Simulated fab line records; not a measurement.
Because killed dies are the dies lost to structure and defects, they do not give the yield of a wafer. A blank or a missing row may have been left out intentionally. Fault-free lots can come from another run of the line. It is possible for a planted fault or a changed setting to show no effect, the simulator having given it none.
The same fault as seen by 2 desks	flow sky130	what lay behind the numbers comes last; until then each desk has only its own

== AT THE TOOL OWNER'S DESK: implanter-01 ==
For each lot that ran on this tool, the mean over its sampled wafers that have a number, from the tool's own readings at SKY_LDD_N_IMPLANT_15. If a lot's mean is further than 4 standard deviations from the usual mean, the lot is out of limits and carries the mark OUT (the distance appears in the brackets).
Columns: A = dose ions cm2 at SKY_LDD_N_IMPLANT_15, usual 4.999e+12; B = tilt deg at SKY_LDD_N_IMPLANT_15, usual 29.997 degrees
lot	first seen here	A	B
L239	day 19 08:34	5.008e+12	29.978
L249	day 23 06:19	5.002e+12	29.988
This desk found nothing out of limits on any of the 2 lots.

== FROM THE METROLOGY DESK ==
Lot by lot, what the gauges showed, no matter which tool ran the lot: averages of those sampled wafers that carry a number. If a lot's mean is further than 4 standard deviations from the usual mean, the lot is out of limits and carries the mark OUT (the distance appears in the brackets).
Columns: A = LDD_N_OVL at SKY_LDD_N_OVL_MEAS_07, usual -1.3 nm; B = LDD_N_TW at SKY_LDD_N_TW_MEAS_17, usual 2592; C = cd nm at SKY_LDD_P_CD_MEAS_07, usual 380.2 nm; D = LDD_P_OVL at SKY_LDD_P_OVL_MEAS_08, usual -0.9 nm; E = LDD_P_TW at SKY_LDD_P_TW_MEAS_11, usual 637; F = LDD_HVN_OVL at SKY_LDD_HVN_OVL_MEAS_07, usual -1.5 nm; G = LDD_HVN_TW at SKY_LDD_HVN_TW_MEAS_10, usual 1440
lot	first seen here	A	B	C	D	E	F	G
L237	day 17 23:49	-0.9	2609	380.1	-1.6	638	-2.1	1448
L239	day 19 07:26	-0.9	2591	380.0	-1.9	640	-0.5	1445
L242	day 19 23:28	-1.1	2597	378.5	-2.4	635	-0.8	1440
L246	day 21 12:26	-2.6	2592	381.3	-4.2	637	-1.7	1440
L249	day 23 05:14	-2.6	2590	376.9	0.8	633	-4.4	1445
This desk found nothing out of limits on any of the 5 lots.

== PUT TOGETHER ==
The desk of the tool owner found nothing out of limits.
Metrology desk: nothing out of limits seen.

== WHAT THE SIMULATOR HAD PUT IN ==
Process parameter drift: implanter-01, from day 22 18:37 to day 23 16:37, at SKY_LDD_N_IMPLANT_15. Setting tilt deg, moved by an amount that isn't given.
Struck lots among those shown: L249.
